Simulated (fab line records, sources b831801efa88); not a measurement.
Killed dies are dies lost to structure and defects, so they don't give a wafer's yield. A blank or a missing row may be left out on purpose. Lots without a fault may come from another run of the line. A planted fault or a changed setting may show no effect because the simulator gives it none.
Chamber matching | flow gf180mcu | GF_CONTACT_CMP_04 on cmp-01: 4 sister chambers
The step polishes SiO2. 18 wafers are shown with their chamber, then 9 later ones without.

WAFERS WITH THEIR CHAMBER
wafer  | chamber | motor_current_A (A) | time_to_endpoint_s (s)
L915.1 | 1       | 10.4                | 108
L915.5 | 1       | 9.9                 | 115
L915.6 | 0       | 10.7                | 125
L916.3 | 0       | 11.0                | 119
L916.5 | 0       | 10.7                | 117
L916.6 | 3       | 14.1                | 122
L917.2 | 0       | 11.0                | 113
L917.3 | 2       | 14.1                | 115
L917.4 | 1       | 10.2                | 124
L919.2 | 1       | 9.7                 | 116
L919.4 | 3       | 14.7                | 120
L919.6 | 0       | 10.3                | 119
L922.3 | 0       | 11.3                | 110
L922.4 | 1       | 10.0                | 108
L922.6 | 2       | 13.6                | 110
L934.2 | 0       | 10.4                | 106
L934.5 | 2       | 13.1                | 111
L934.6 | 1       | 10.8                | 116

SIGNATURES (means of the wafers above)
reading            | chamber 0 | chamber 1 | chamber 2 | chamber 3 | scatter within a chamber
motor_current_A    | 10.771    | 10.167    | 13.600    | 14.400    | 0.397
time_to_endpoint_s | 115.57    | 114.50    | 112.00    | 121.00    | 5.6
Rule: a wafer's distance from a chamber is the root of the sum, over the readings, of the square of ((its reading less the chamber's mean) divided by the reading's scatter). The wafer belongs to the nearest chamber; if the next one is less than 2 further off, it can't be placed. The scatter: the root of (the sum of the squares of (reading less its chamber's mean) over the shown wafers, divided by (wafers less chambers)).

WAFERS WITHOUT THEIR CHAMBER
wafer  | motor_current_A (A) | time_to_endpoint_s (s)
L935.1 | 10.8                | 103
L935.4 | 14.3                | 107
L935.5 | 13.7                | 109
L937.1 | 13.0                | 111
L937.5 | 10.5                | 112
L937.6 | 14.0                | 115
L936.1 | 13.9                | 107
L936.2 | 10.7                | 105
L936.6 | 14.3                | 120

WHICH CHAMBER EACH WENT THROUGH
wafer  | from the rows above     | in truth
L935.1 | can't be placed: 0 or 1 | 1
L935.4 | can't be placed: 2 or 3 | 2
L935.5 | 2                       | 2
L937.1 | 2                       | 2
L937.5 | can't be placed: 0 or 1 | 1
L937.6 | can't be placed: 2 or 3 | 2
L936.1 | can't be placed: 2 or 3 | 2
L936.2 | can't be placed: 0 or 1 | 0
L936.6 | can't be placed: 3 or 2 | 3
Placed correctly: 2 of 9. Can't be placed from these rows: 7 (the true chamber is among the candidates in 7). Placed wrongly: 0.
